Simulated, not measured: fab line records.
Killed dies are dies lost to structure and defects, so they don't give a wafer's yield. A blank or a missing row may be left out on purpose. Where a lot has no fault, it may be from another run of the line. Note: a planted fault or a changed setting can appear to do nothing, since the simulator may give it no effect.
A sampling plan put to the test	flow sky130	one line in one fab, 42 faults in these records, each fault weighed on the records of the lots it struck
The line's own looks make up the plan; these are the steps of the route where a gauge or inspection reads the wafer and leaves it unchanged. Where struck wafers have a number at a look and the file lists that look's usual mean and standard deviation on fault-free wafers, the look can be judged. Caught: the struck wafers' mean, at a look after the fault's first step, is 4 or more of those standard deviations (sigma) away from the usual mean. On the tool: the same test on the tool's own readings at the fault's steps. It also counts as caught if the struck wafers ran another recipe or if their record alone is blank.

== THE FAULTS, as the simulator had put them in ==
1. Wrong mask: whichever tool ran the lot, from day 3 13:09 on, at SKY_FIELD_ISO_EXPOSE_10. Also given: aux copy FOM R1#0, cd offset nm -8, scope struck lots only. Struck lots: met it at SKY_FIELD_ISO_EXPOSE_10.
2. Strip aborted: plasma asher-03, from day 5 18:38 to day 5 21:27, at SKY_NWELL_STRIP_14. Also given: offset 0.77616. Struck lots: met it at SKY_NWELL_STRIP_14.
3. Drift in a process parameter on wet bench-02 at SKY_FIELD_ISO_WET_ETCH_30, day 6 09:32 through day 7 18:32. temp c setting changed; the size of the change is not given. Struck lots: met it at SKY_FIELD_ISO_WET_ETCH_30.
4. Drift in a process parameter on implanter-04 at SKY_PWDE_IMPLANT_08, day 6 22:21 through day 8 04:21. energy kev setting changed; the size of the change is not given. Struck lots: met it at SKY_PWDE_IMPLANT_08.
5. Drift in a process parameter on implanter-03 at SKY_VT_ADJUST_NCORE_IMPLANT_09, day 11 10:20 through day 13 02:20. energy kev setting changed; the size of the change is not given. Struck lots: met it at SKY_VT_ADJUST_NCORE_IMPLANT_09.
6. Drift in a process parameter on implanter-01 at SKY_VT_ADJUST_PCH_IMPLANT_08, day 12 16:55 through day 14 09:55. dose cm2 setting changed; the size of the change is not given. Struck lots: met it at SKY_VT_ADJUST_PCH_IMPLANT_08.
7. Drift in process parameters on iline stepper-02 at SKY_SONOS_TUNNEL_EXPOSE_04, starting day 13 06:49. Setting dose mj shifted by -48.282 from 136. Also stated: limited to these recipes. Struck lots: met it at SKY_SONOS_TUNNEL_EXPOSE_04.
8. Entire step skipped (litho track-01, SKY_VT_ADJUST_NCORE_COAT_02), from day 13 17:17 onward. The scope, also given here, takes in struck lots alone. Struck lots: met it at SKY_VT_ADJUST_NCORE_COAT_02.
9. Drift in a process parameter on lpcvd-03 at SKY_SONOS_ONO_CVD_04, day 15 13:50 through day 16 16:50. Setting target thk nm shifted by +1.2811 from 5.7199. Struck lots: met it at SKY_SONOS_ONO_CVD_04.
10. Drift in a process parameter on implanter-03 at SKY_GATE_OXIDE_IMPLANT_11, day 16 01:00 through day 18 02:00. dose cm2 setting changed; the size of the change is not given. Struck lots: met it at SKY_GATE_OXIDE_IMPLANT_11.
11. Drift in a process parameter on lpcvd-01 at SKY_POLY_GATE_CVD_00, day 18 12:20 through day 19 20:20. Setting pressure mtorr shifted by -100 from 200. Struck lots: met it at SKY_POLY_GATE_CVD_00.
12. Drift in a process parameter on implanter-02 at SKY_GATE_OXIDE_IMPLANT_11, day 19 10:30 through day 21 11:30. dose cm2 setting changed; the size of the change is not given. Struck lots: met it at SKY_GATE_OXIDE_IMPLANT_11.
13. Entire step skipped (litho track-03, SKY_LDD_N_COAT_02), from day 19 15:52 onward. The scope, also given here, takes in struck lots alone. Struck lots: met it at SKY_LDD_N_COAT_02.
14. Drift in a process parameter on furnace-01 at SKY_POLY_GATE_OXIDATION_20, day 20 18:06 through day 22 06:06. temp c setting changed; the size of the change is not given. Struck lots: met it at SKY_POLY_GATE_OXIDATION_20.
15. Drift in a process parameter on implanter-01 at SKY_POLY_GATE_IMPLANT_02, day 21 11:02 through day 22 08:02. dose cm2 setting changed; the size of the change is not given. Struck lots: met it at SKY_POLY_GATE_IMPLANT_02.
16. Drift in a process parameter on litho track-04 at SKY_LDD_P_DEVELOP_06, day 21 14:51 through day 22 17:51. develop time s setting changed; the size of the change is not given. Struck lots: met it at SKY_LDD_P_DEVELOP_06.
17. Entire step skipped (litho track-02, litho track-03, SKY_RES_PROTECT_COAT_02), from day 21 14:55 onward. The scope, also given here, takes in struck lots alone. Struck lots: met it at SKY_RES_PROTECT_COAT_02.
18. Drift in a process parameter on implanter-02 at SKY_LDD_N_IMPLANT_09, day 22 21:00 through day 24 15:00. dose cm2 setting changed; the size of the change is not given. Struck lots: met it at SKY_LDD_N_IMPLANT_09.
19. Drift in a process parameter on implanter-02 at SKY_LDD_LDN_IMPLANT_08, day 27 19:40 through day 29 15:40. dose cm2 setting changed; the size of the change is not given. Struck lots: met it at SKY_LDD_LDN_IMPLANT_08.
20. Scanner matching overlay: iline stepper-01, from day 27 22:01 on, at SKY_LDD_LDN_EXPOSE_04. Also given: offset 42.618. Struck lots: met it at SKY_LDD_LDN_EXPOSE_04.
21. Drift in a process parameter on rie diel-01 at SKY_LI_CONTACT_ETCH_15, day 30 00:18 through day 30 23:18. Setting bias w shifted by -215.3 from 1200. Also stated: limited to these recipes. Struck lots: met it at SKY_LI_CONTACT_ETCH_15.
22. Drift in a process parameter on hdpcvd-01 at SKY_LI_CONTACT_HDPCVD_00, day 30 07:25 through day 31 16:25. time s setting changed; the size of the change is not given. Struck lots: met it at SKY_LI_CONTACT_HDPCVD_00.
23. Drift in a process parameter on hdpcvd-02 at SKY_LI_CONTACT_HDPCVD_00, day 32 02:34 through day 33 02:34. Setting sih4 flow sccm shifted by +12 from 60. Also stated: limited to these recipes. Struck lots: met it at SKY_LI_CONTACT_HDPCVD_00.
24. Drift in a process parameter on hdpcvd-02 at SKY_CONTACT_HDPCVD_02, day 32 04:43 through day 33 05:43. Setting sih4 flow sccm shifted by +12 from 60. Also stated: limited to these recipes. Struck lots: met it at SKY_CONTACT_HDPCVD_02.
25. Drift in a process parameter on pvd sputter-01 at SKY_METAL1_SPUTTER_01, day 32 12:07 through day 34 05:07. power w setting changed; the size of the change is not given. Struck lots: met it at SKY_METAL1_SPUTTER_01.
26. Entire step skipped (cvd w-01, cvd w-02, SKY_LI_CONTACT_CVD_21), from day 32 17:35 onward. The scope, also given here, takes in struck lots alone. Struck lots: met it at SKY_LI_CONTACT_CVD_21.
27. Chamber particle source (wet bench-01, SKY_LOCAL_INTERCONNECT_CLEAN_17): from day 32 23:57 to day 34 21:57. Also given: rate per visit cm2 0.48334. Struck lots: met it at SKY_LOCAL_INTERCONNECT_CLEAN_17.
28. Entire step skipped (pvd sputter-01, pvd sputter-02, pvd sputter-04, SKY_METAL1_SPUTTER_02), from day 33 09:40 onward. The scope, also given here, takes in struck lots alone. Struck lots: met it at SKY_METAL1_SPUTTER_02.
29. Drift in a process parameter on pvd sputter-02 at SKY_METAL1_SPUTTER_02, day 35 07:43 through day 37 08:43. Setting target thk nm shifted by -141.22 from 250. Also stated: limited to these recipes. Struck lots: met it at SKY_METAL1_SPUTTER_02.
30. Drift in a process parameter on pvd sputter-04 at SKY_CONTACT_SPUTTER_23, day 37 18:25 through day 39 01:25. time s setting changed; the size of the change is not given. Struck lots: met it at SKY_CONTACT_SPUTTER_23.
31. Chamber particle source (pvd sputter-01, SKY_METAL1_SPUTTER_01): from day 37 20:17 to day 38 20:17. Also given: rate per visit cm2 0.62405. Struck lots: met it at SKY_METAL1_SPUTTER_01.
32. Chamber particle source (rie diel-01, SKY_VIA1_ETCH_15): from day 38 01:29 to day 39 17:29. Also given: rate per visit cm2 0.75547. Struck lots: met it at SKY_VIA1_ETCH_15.
33. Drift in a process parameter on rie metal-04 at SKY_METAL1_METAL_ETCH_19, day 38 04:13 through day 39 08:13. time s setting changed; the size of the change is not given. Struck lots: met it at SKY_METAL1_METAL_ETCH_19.
34. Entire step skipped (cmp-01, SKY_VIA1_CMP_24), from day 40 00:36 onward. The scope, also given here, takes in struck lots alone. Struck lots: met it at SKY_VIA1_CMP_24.
35. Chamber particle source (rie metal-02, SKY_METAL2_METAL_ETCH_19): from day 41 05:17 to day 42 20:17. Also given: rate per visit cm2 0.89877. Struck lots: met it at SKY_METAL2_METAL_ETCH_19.
36. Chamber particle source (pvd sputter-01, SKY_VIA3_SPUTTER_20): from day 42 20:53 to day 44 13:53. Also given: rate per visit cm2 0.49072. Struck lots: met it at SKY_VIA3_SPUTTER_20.
37. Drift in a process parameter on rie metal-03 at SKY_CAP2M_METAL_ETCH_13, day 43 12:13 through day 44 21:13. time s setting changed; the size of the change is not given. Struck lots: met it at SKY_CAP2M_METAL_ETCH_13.
38. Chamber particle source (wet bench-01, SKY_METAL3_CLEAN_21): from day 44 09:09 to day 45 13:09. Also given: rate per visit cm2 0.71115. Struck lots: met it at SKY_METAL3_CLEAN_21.
39. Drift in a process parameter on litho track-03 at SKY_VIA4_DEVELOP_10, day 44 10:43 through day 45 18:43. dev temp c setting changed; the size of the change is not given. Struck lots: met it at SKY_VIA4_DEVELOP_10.
40. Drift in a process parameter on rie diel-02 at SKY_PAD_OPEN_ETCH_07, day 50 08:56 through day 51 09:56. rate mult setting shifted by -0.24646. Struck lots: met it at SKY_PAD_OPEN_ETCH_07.
41. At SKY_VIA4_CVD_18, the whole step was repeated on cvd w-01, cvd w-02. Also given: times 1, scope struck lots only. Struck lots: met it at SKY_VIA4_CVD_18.
42. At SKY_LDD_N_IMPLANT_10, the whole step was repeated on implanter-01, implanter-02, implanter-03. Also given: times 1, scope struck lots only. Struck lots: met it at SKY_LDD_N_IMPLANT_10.

== WHAT THE PLAN SAW ==
fault	on the tool itself	first look that catches it	reading, sigma	median hours from its first step to that look	hours from the fault's start to the first struck lot there	judged looks passed uncaught
1	under 2 sigma	SKY_FIELD_ISO_CD_MEAS_13	cd nm -5.1	8.1	11	0
2	oes product au +42 sigma	SKY_NWELL_TW_MEAS_26	NWELL_2_TW -99 or beyond	18.7	21	1
3	temp c +99 or beyond sigma	none of the 4 looks that can be judged after it	-	-	-	4
4	beam energy keV -64 sigma	no look after it can be judged	-	-	-	0
5	beam energy keV -99 or beyond sigma	SKY_VT_ADJUST_NCORE_TW_MEAS_11	VT_ADJUST_NCORE_TW -5.2	0.2	3	0
6	dose ions cm2 -99 or beyond sigma	SKY_VT_ADJUST_PCH_TW_MEAS_10	VT_ADJUST_PCH_TW -13	0.2	16	0
7	exposure dose mJ cm2 -99 or beyond sigma	SKY_SONOS_TUNNEL_CD_MEAS_07	cd nm -50	13.4	29	0
8	the tool's record is blank for the struck wafers	SKY_VT_ADJUST_HVTR_TW_MEAS_11	VT_ADJUST_HVTR_TW +20	41.1	41	0
9	under 2 sigma	SKY_SONOS_ONO_THK_MEAS_05	SONOS_ONO_CVD_04_THK +13	1.3	3	0
10	dose ions cm2 -99 or beyond sigma	SKY_GATE_OXIDE_TW_MEAS_14	GATE_OXIDE_TW -11	0.3	10	0
11	pressure mtorr -99 or beyond sigma	SKY_POLY_GATE_THK_MEAS_01	POLY_GATE_CVD_00_THK -30	1.2	4	0
12	dose ions cm2 +50 sigma	no look after it can be judged	-	-	-	0
13	the tool's record is blank for the struck wafers	SKY_LDD_P_TW_MEAS_11	LDD_P_TW +99 or beyond	46.9	60	0
14	tube center temp C -99 or beyond sigma	SKY_POLY_GATE_THK_MEAS_21	POLY_GATE_OXIDATION_THK -17	1.3	8	0
15	dose ions cm2 -99 or beyond sigma	none of the 3 looks that can be judged after it	strongest: POLY_GATE_TW at SKY_RES_PROTECT_TW_MEAS_08, -3.5	-	-	3
16	no reading that can be judged	none of the 2 looks that can be judged after it	strongest: cd nm at SKY_LDD_P_CD_MEAS_07, -3.1	-	-	2
17	the tool's record is blank for the struck wafers	no look after it can be judged	-	-	-	0
18	dose ions cm2 +99 or beyond sigma	no look after it can be judged	-	-	-	0
19	dose ions cm2 -99 or beyond sigma	SKY_LDD_LDN_TW_MEAS_13	LDD_LDN_TW -7.1	0.7	5	0
20	under 2 sigma	SKY_LDD_LDN_OVL_MEAS_07	LDD_LDN_OVL +29	12.8	35	0
21	bias w -58 sigma	no look after it can be judged	-	-	-	0
22	run length s +91 sigma	SKY_LI_CONTACT_THK_MEAS_01	LI_CONTACT_HDPCVD_THK +26	0.1	12	0
23	sih4 flow sccm +66 sigma	SKY_LI_CONTACT_THK_MEAS_01	LI_CONTACT_HDPCVD_THK +20	0.1	1	0
24	sih4 flow sccm +70 sigma	SKY_CONTACT_THK_MEAS_03	CONTACT_HDPCVD_THK +15	0.1	0	0
25	cathode dc power W +99 or beyond sigma	no look after it can be judged	-	-	-	0
26	the tool's record is blank for the struck wafers	SKY_LI_CONTACT_RS_MEAS_22	LI_CONTACT_W_RS +99 or beyond	0.1	4	0
27	under 2 sigma	not the one look that can be judged after it	-	-	-	1
28	the tool's record is blank for the struck wafers	SKY_METAL1_RS_MEAS_05	METAL1_ALCU_RS +99 or beyond	0.1	0	0
29	under 2 sigma	SKY_METAL1_RS_MEAS_05	METAL1_ALCU_RS +99 or beyond	0.1	8	0
30	under 2 sigma	no look after it can be judged	-	-	-	0
31	under 2 sigma	not the one look that can be judged after it	-	-	-	1
32	under 2 sigma	not the one look that can be judged after it	-	-	-	1
33	oes product au +24 sigma	not the one look that can be judged after it	-	-	-	1
34	no reading that can be judged	no look after it can be judged	-	-	-	0
35	under 2 sigma	none of the 2 looks that can be judged after it	-	-	-	2
36	under 2 sigma	not the one look that can be judged after it	-	-	-	1
37	oes product au +5.9 sigma	no look after it can be judged	-	-	-	0
38	no reading that can be judged	none of the 2 looks that can be judged after it	-	-	-	2
39	developer temp C +23 sigma	not the one look that can be judged after it	-	-	-	1
40	oes product au -14 sigma	no look after it can be judged	-	-	-	0
41	under 2 sigma	SKY_VIA4_RS_MEAS_19	VIA4_W_RS -26	0.5	-	0
42	no reading that can be judged	not the one look that can be judged after it	strongest: LDD_N_TW at SKY_LDD_N_TW_MEAS_17, +3.1	-	-	1
A dash: the fault is not caught, or the number is missing from these records.

Caught at a look: 20 of 42. Caught on the tool: 27 of 42. By one or the other: 32 of 42.
On the tool alone, faults 3, 4, 12, 15, 17, 18, 21, 25, 33, 37, 39, 40 were caught.
Caught at a look alone: faults 1, 9, 20, 29, 41.
Caught by neither: faults 16, 27, 30, 31, 32, 34, 35, 36, 38, 42.

== THINNER SAMPLING ==
In the worst case, this is how late the first struck lot would be measured if the look that catches a fault measured only every second or every third lot, by lot number:
fault	struck lots at that look, in order of time	every lot	every second lot	every third lot
1	L542	11 h	may miss it	may miss it
2	L844	21 h	may miss it	may miss it
5	L475, L477	3 h	may miss all 2	may miss all 2
6	L491, L495	16 h	may miss all 2	may miss all 2
7	L561, L562, L565, L566	29 h	34 h	61 h
8	L822, L823, L824	41 h	48 h	58 h
9	L210, L211, L212	3 h	8 h	19 h
10	L790, L791	10 h	27 h	may miss all 2
11	L654, L655, L656	4 h	14 h	30 h
13	L952, L954	60 h	may miss all 2	may miss all 2
14	L342, L343	8 h	16 h	may miss all 2
19	L441, L442	5 h	21 h	may miss all 2
20	L363, L362, L366	35 h	37 h	may miss all 3
22	L485, L487	12 h	may miss all 2	may miss all 2
23	L246, L247	1 h	8 h	may miss all 2
24	L710, L709	0 h	1 h	may miss all 2
26	L799, L800	4 h	13 h	may miss all 2
28	L885, L884, L886	0 h	2 h	25 h
29	L698, L701	8 h	28 h	may miss all 2
Hours count from the start of the fault until the first struck lot that is measured. 4 sigma limit: tested on the pooled struck wafers, so a lone lot may be under it. Other struck lots may not be in these records.

== THE LONGEST TIMED WAY FROM STEP TO LOOK ==
For fault 13, SKY_LDD_N_COAT_02 and SKY_LDD_P_TW_MEAS_11 are separated by a median of 46.9 hours. No look between them can be judged.
